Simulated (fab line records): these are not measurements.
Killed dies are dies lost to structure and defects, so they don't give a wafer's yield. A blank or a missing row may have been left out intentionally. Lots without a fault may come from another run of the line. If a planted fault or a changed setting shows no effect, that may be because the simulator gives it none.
fab line records ; flow sfqLine
record: lots: 6; wafers: 18; lastDay: 81
route steps=325 shown L0@9 L0V@16
lots with no fault: from the same line, run without faults
startH: hours from the record's opening day to when the first of the lot's shown wafers began ; waitH: time in hours since the lot's previous step ; " the same as in the row above ; L1.1+2: several wafers, shown together as one row ; - no value present, or no start provided ; * or withheld: withheld ; < > ~ a bound
route shown NAME@n: a module of which the file shows steps, and the number in the route of the first ; usual: the fault-free wafers' mean and standard deviation ; same: alike in all rows ; chamber/n: place in a boat ; sites: readings site by site ; _std_site: how widely they spread, as a standard deviation ; _edge_site: mean of outer sites minus mean of inner sites ; radiusMm: for every site, how far away it sits from the centre of the wafer ; mask NAME#n: copy n ; behind: tool/chamber where the wafer was last shaped ; hold: cause of the lot's hold/its duration in hours/its outcome ; device: whichever transistor did not switch (one of n, p or np) ; end of line: the route-end tests of the same wafers ; step lacking rows: just its recipe ; killed: not the wafer's yield, but the dies lost to structure and defects at the first sort ; map: a wafer's dies, x killed, . not, _ none there
set.NAME: the setting as run; set.NAME@STEP: as run at that earlier step ; model.NAME: the simulator's own value behind a step, which no gauge read
a table for each step, a row for each wafer; lots at some steps of the route
services: when a tool's chamber went out of use (startH, in hours from the record's first day, below 0 if earlier), for how many hours, and the reason
== steps ==
step: SFQ_TRILAYER_L0_LITHO_EXPOSE_006
recipe: maskId: L0; na: 0.6; sourceShape: conventional; sigmaOuter: 0.65; targetCdNm: 2000; doseMj: 14.4
step: SFQ_TRILAYER_L0_LITHO_PEB_008
recipe: pebTempC: 115; pebTimeS: 60; resist: KrF
step: SFQ_TRILAYER_L0_LITHO_DEVELOP_007
recipe: timeS: 60; resist: KrF
step: SFQ_TRILAYER_L0_BARC_OPEN_METAL_ETCH_010
recipe: maskMaterial: PR; chemistry: O2; targetDepthNm: 125; target: BARC; icpW: 600; biasW: 80; pressureMtorr: 10; timeS: 41.7
usual: chamberPressureMTorr: 10.000/0.0091; drypumpMotorCurrentA: 6.02/0.29; oesProductAu: 0.685/0.0049
lot.wafer;tool;chamber;startH;waitH;chamberPressureMTorr;drypumpMotorCurrentA;oesProductAu;rfHoursCounterH
L615.1;rieMetal-01;1;80.37;0.1;10.004;5.82;0.678;185
L615.2;rieMetal-01;1;80.37;0.1;10.007;5.85;0.669;-
L615.3;rieMetal-01;1;80.37;0.1;10.007;5.82;0.684;-
L627.1;rieMetal-02;0;153.01;0.1;9.999;6.36;0.683;51
L627.2;rieMetal-02;1;153.01;0.1;10.015;6.23;0.688;167
L627.5;rieMetal-02;0;153.01;0.1;10.002;6.40;0.694;-
L628.1;rieMetal-03;1;160.21;0.1;10.003;6.33;0.681;172
L628.3;rieMetal-03;0;160.21;0.1;10.009;5.72;0.687;-
L628.4;rieMetal-03;1;160.21;0.1;9.989;6.30;0.679;-
L632.2;rieMetal-01;0;192.63;0.1;10.000;5.72;0.682;-
L632.3;rieMetal-01;0;192.63;0.1;9.986;5.73;0.685;-
L632.6;rieMetal-01;0;192.63;0.1;9.996;5.72;0.680;-
L633.3;rieMetal-02;0;198.63;0.1;10.006;6.39;0.686;-
L633.5;rieMetal-02;1;198.63;0.1;9.961;6.24;0.676;-
L633.6;rieMetal-02;0;198.63;0.1;9.998;6.41;0.685;-
L636.1;rieMetal-03;0;217.00;0.1;9.997;5.74;0.683;0
L636.2;rieMetal-03;1;217.00;0.1;9.995;6.31;0.682;187
L636.6;rieMetal-03;1;217.00;0.1;9.988;6.31;0.682;-
step: SFQ_TRILAYER_L0_ETCH_METAL_ETCH_008
recipe: target: MoNx_KI; stopOn: SiO2; maskMaterial: PR; chemistry: SF6/O2; targetDepthNm: 50; icpW: 600; biasW: 80; pressureMtorr: 10; timeS: 25
usual: chamberPressureMTorr: 10.000/0.0095; drypumpMotorCurrentA: 6.02/0.28; oesProductAu: 0.873/0.008
lot.wafer;tool;chamber;startH;waitH;chamberPressureMTorr;drypumpMotorCurrentA;oesProductAu;rfHoursCounterH
L615.1;rieMetal-01;1;80.49;0.1;9.991;5.81;0.880;185
L615.2;rieMetal-01;1;80.49;0.1;10.008;5.80;0.887;-
L615.3;rieMetal-01;1;80.49;0.1;9.994;5.80;0.872;-
L627.1;rieMetal-02;0;153.07;0.0;10.011;6.35;0.871;51
L627.2;rieMetal-02;1;153.07;0.0;10.001;6.21;0.877;167
L627.5;rieMetal-02;0;153.07;0.0;9.995;6.41;0.866;-
L628.1;rieMetal-03;1;160.27;0.0;9.988;6.30;0.880;172
L628.3;rieMetal-03;0;160.27;0.0;9.993;5.76;0.873;-
L628.4;rieMetal-03;1;160.27;0.0;10.006;6.31;0.872;-
L632.2;rieMetal-01;0;192.75;0.1;10.008;5.71;0.877;-
L632.3;rieMetal-01;0;192.75;0.1;9.997;5.70;0.877;-
L632.6;rieMetal-01;0;192.75;0.1;9.991;5.72;0.870;-
L633.3;rieMetal-02;0;198.69;0.0;10.000;6.37;0.869;-
L633.5;rieMetal-02;1;198.69;0.0;10.005;6.24;0.878;-
L633.6;rieMetal-02;0;198.69;0.0;10.002;6.37;0.870;-
L636.1;rieMetal-03;0;217.06;0.0;10.006;5.77;0.858;0
L636.2;rieMetal-03;1;217.06;0.0;9.992;6.30;0.874;187
L636.6;rieMetal-03;1;217.06;0.0;10.006;6.31;0.863;-
step: SFQ_TRILAYER_L0_STRIP_STRIP_009
recipe: gas: O2; powerW: 200; platenTempC: 40; overashFraction: 0.65; chemistry: O2; pressureMtorr: 50
usual: chamberPressureMTorr: 50.00/0.043; drypumpMotorCurrentA: 6.01/0.28; oesProductAu: 0.998/0.012
lot.wafer;tool;chamber;startH;waitH;chamberPressureMTorr;drypumpMotorCurrentA;oesProductAu;rfHoursCounterH
L615.1;rieMetal-01;1;80.58;0.1;49.99;5.82;0.973;185
L615.2;rieMetal-01;1;80.58;0.1;50.02;5.84;0.968;-
L615.3;rieMetal-01;1;80.58;0.1;49.99;5.82;0.964;-
L627.1;rieMetal-02;0;153.12;0.0;50.08;6.41;0.994;51
L627.2;rieMetal-02;1;153.12;0.0;50.05;6.22;1.021;167
L627.5;rieMetal-02;0;153.12;0.0;50.10;6.37;0.988;-
L628.1;rieMetal-03;1;160.32;0.0;49.97;6.30;1.002;173
L628.3;rieMetal-03;0;160.32;0.0;50.03;5.76;0.983;-
L628.4;rieMetal-03;1;160.32;0.0;50.08;6.33;0.999;-
L632.2;rieMetal-01;0;193.02;0.3;50.00;5.71;1.005;-
L632.3;rieMetal-01;0;193.02;0.3;49.93;5.72;1.014;-
L632.6;rieMetal-01;0;193.02;0.3;49.97;5.70;1.000;-
L633.3;rieMetal-02;0;198.92;0.2;50.05;6.33;0.984;-
L633.5;rieMetal-02;1;198.92;0.2;50.01;6.19;1.008;-
L633.6;rieMetal-02;0;198.92;0.2;49.98;6.36;0.989;-
L636.1;rieMetal-03;0;217.10;0.0;50.02;5.76;1.004;0
L636.2;rieMetal-03;1;217.10;0.0;50.00;6.30;1.009;187
L636.6;rieMetal-03;1;217.10;0.0;49.94;6.31;1.014;-
step: SFQ_TRILAYER_L0_STRIP_SOLV_CLEAN_010
recipe: chemistry: NMP; tempC: 70; timeS: 600
step: SFQ_TRILAYER_L0_CAP_PECVD_011
recipe: material: SiO2; tempC: 150; timeS: 13.333; pressureTorr: 2.4; rfW: 183.3; precursor: SiH4/N2O; targetThkNm: 60
usual: heaterPowerW: 81/15; throttleValvePct: 25.1/1.4
lot.wafer;tool;chamber;startH;waitH;heaterPowerW;throttleValvePct
L615.1;pecvd-01;1;81.96;0.0;87;26.3
L615.2;pecvd-01;0;81.96;0.0;76;27.5
L615.3;pecvd-01;2;81.96;0.0;87;26.0
L627.1;pecvd-04;1;153.89;0.0;97;23.5
L627.2;pecvd-04;2;153.89;0.0;83;24.4
L627.5;pecvd-04;0;153.89;0.0;94;23.9
L628.1;pecvd-04;0;161.09;0.0;85;23.8
L628.3;pecvd-04;2;161.09;0.0;73;24.2
L628.4;pecvd-04;1;161.09;0.0;95;23.4
L632.2;pecvd-01;0;194.20;0.0;79;27.9
L632.3;pecvd-01;0;194.20;0.0;80;27.5
L632.6;pecvd-01;1;194.20;0.0;76;26.4
L633.3;pecvd-04;0;199.49;0.0;94;23.6
L633.5;pecvd-04;2;199.49;0.0;75;23.9
L633.6;pecvd-04;1;199.49;0.0;94;23.8
L636.1;pecvd-04;2;217.88;0.0;71;23.9
L636.2;pecvd-04;1;217.88;0.0;91;23.5
L636.6;pecvd-04;1;217.88;0.0;90;23.6
step: SFQ_TRILAYER_L0_VIA_LITHO_COAT_018
recipe: resist: BARC; spinRpm: 3000; resistThkNm: 62
step: SFQ_TRILAYER_L0_VIA_LITHO_COAT_013
recipe: resist: KrF; spinRpm: 3000; resistThkNm: 650
step: SFQ_TRILAYER_L0_VIA_LITHO_SOFTBAKE_017
recipe: tempC: withheld; timeS: withheld; resist: KrF
step: SFQ_TRILAYER_L0_VIA_LITHO_EXPOSE_014
recipe: maskId: L0V; na: 0.6; sourceShape: conventional; sigmaOuter: 0.65; targetCdNm: 700; doseMj: 21.3
step: SFQ_TRILAYER_L0_VIA_LITHO_PEB_016
recipe: pebTempC: 115; pebTimeS: 60; resist: KrF
usual: chillPlateTempC: 23.00/0.11; exhaustPa: 44.7/0.92
lot.wafer;tool;chamber;startH;waitH;chillPlateTempC;exhaustPa
L615.1;lithoTrack-04;0;165.91;1.0;23.10;43.6
L615.2;lithoTrack-04;0;165.91;1.0;23.03;45.1
L615.3;lithoTrack-04;0;165.91;1.0;22.90;44.0
L627.1;lithoTrack-02;-;255.22;1.0;-;-
L627.2;lithoTrack-02;-;255.22;1.0;-;-
L627.5;lithoTrack-02;-;255.22;1.0;-;-
L628.1;lithoTrack-02;-;261.22;1.0;-;-
L628.3;lithoTrack-02;-;261.22;1.0;-;-
L628.4;lithoTrack-02;-;261.22;1.0;-;-
L632.2;lithoTrack-02;0;294.85;0.8;23.04;44.7
L632.3;lithoTrack-02;0;294.85;0.8;23.10;44.6
L632.6;lithoTrack-02;0;294.85;0.8;23.10;45.4
L633.3;lithoTrack-02;0;300.87;0.7;23.15;43.5
L633.5;lithoTrack-02;0;300.87;0.7;23.01;44.5
L633.6;lithoTrack-02;0;300.87;0.7;23.25;46.1
L636.1;lithoTrack-01;0;324.63;1.0;23.10;43.4
L636.2;lithoTrack-01;0;324.63;1.0;23.00;44.5
L636.6;lithoTrack-01;0;324.63;1.0;22.98;44.8
step: SFQ_TRILAYER_L0_VIA_LITHO_DEVELOP_015
recipe: timeS: 60; resist: KrF
== services ==
tool;chamber;startH;hours;kind
rieMetal-01;0;58.68;-;clean
rieMetal-01;0;58.68;-;consumableReplace:focusRing
rieMetal-01;0;58.68;22.5;scheduledDown
rieMetal-01;0;58.68;22.5;ventCycle
rieMetal-02;-;91.96;2.8;pm
pecvd-01;2;172.68;30.7;repair
rieMetal-01;1;176.80;-;clean
rieMetal-01;1;176.80;21.2;scheduledDown
rieMetal-01;1;176.80;21.2;ventCycle
rieMetal-03;0;187.24;-;clean
rieMetal-03;0;187.24;28.6;scheduledDown
rieMetal-03;0;187.24;28.6;ventCycle
pecvd-04;0;208.65;9.4;repair
rieMetal-03;0;218.62;7.1;repair
rieMetal-03;-;221.62;0.5;repair
pecvd-04;1;249.98;2.2;repair
rieMetal-03;1;259.28;-;clean
rieMetal-03;1;259.28;14.5;scheduledDown
rieMetal-03;1;259.28;14.5;ventCycle
rieMetal-02;1;281.69;-;clean
rieMetal-02;1;281.69;20.9;scheduledDown
rieMetal-02;1;281.69;20.9;ventCycle
pecvd-01;1;291.54;7.1;repair
== key ==
firstSign: step: SFQ_TRILAYER_L0_VIA_LITHO_PEB_016; reading: toolRecord; direction: missing
effect none on later readings
metAt SFQ_TRILAYER_L0_VIA_LITHO_PEB_016
struckWafers L627.1,L627.2,L627.5,L628.1,L628.3,L628.4
fault: kind: skippedStepWhole; tool: lithoTrack-02; chamber: -; onsetH: 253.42; steps: SFQ_TRILAYER_L0_VIA_LITHO_PEB_016; scope: struckLotsOnly
